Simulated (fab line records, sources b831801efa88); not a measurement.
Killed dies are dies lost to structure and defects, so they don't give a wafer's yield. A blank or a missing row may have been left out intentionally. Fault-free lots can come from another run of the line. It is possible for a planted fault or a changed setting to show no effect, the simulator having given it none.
Chamber matching :: flow sfq line :: pecvd-01 running SFQ_TRILAYER_I6_DEP_PECVD_165: 3 sister chambers
The step deposits SiO2 from SiH4/N2O, time 111.11 s, target thk 500 nm. 6 wafers are shown with their chamber, then 7 later ones without.

## WAFERS, EACH WITH ITS CHAMBER
wafer: L860.5
chamber: 2
throttle valve pct (%): 25.2
showerhead vpp V (V): 874

wafer: L860.6
chamber: 1
throttle valve pct (%): 23.4
showerhead vpp V (V): 853

wafer: L870.4
chamber: 2
throttle valve pct (%): 25.2
showerhead vpp V (V): 869

wafer: L870.6
chamber: 0
throttle valve pct (%): 28.3
showerhead vpp V (V): 807

wafer: L872.2
chamber: 0
throttle valve pct (%): 28.6
showerhead vpp V (V): 819

wafer: L872.4
chamber: 1
throttle valve pct (%): 23.7
showerhead vpp V (V): 847

## WAFERS MISSING THEIR CHAMBER
wafer: L872.5
throttle valve pct (%): 28.4
showerhead vpp V (V): 811

wafer: L873.4
throttle valve pct (%): 28.4
showerhead vpp V (V): 812

wafer: L873.5
throttle valve pct (%): 25.2
showerhead vpp V (V): 873

wafer: L873.6
throttle valve pct (%): 23.6
showerhead vpp V (V): 852

wafer: L878.1
throttle valve pct (%): 24.4
showerhead vpp V (V): 878

wafer: L878.5
throttle valve pct (%): 22.5
showerhead vpp V (V): 837

wafer: L878.6
throttle valve pct (%): 24.7
showerhead vpp V (V): 890

## CHAMBER TAKEN BY EACH
wafer: L872.5
from the rows above: 0
in truth: 0

wafer: L873.4
from the rows above: 0
in truth: 0

wafer: L873.5
from the rows above: 2
in truth: 2

wafer: L873.6
from the rows above: 1
in truth: 1

wafer: L878.1
from the rows above: 2
in truth: 2

wafer: L878.5
from the rows above: 1
in truth: 1

wafer: L878.6
from the rows above: 2
in truth: 2
Placed correctly: 7 of 7. Not placeable from these rows: 0. Number placed wrongly: 0.
How it was worked out, from the rows above alone: a wafer's distance from a chamber is the root of the sum, over the readings, of the square of ((its reading less the chamber's mean) divided by the reading's scatter). If the next closest chamber is less than 2 further off than the closest, the wafer can't be placed; otherwise it belongs to the closest. A chamber's mean is the mean of its shown wafers. How the scatter is found: for the shown wafers, subtract from each reading the mean of its chamber, square and add these, divide the total by (wafers less chambers), then take the root.
